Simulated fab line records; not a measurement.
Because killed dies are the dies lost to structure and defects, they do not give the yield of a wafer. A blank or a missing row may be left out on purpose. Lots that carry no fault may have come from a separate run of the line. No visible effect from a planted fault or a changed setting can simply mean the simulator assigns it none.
2 desks looking at one fault ; flow sfqLine ; every desk sees just its own numbers, and what lay behind them comes last

DESK OF THE TOOL OWNER: rieMetal-01
The tool's own readings at SFQ_TRILAYER_M5_ETCH_METAL_ETCH_126 (etches Nb in Cl2/BCl3, stops on SiO2, time 203.2 s, target depth 265 nm): means of the sampled wafers that have a number, for each lot that ran on this tool. If a lot's mean is further than 4 standard deviations from the usual mean, the lot is out of limits and carries the mark OUT (the distance appears in the brackets).
Columns: A = drypumpMotorCurrentA at SFQ_TRILAYER_M5_ETCH_METAL_ETCH_126, usual 5.89 A; B = oesProductAu at SFQ_TRILAYER_M5_ETCH_METAL_ETCH_126, usual 0.728 a.u.; C = rfFwdPowerW at SFQ_TRILAYER_M5_ETCH_METAL_ETCH_126, usual 597.6 W
lot;first seen here;A;B;C
L447;day 50 14:11;5.82;0.728;598.4
L448;day 50 22:23;5.82;0.731;597.5
L449;day 51 16:08;5.79;0.716;596.1
L450;day 52 10:08;5.80;0.712;598.6
This desk's verdict: no lot among the 4 shows anything out of limits.

AT THE METROLOGY DESK
What the gauges read, lot by lot, whatever tool the lot ran on: means of the sampled wafers that have a number. If a lot's mean is further than 4 standard deviations from the usual mean, the lot is out of limits and carries the mark OUT (the distance appears in the brackets).
Columns: A = M5_OVL at SFQ_M5_OVL_MEAS_932, usual -1 nm
lot;first seen here;A
L437;day 43 06:29;-6
L439;day 44 18:51;-2
L440;day 44 20:03;-4
L443;day 45 23:58;-5
L444;day 46 04:46;-6
L445;day 47 12:33;4
L446;day 48 23:41;6
L447;day 50 14:05;9
L448;day 50 22:17;4
L449;day 51 16:02;3
L450;day 52 10:02;-4
L456;day 57 02:59;-7
L458;day 58 13:47;-4
L459;day 59 20:20;-2
This desk's verdict: no lot among the 14 shows anything out of limits.

ALL TOGETHER
Nothing out of limits was seen by the tool owner's desk.
From the metrology desk's view, nothing was out of limits.

WHAT HAD BEEN PUT IN BY THE SIMULATOR
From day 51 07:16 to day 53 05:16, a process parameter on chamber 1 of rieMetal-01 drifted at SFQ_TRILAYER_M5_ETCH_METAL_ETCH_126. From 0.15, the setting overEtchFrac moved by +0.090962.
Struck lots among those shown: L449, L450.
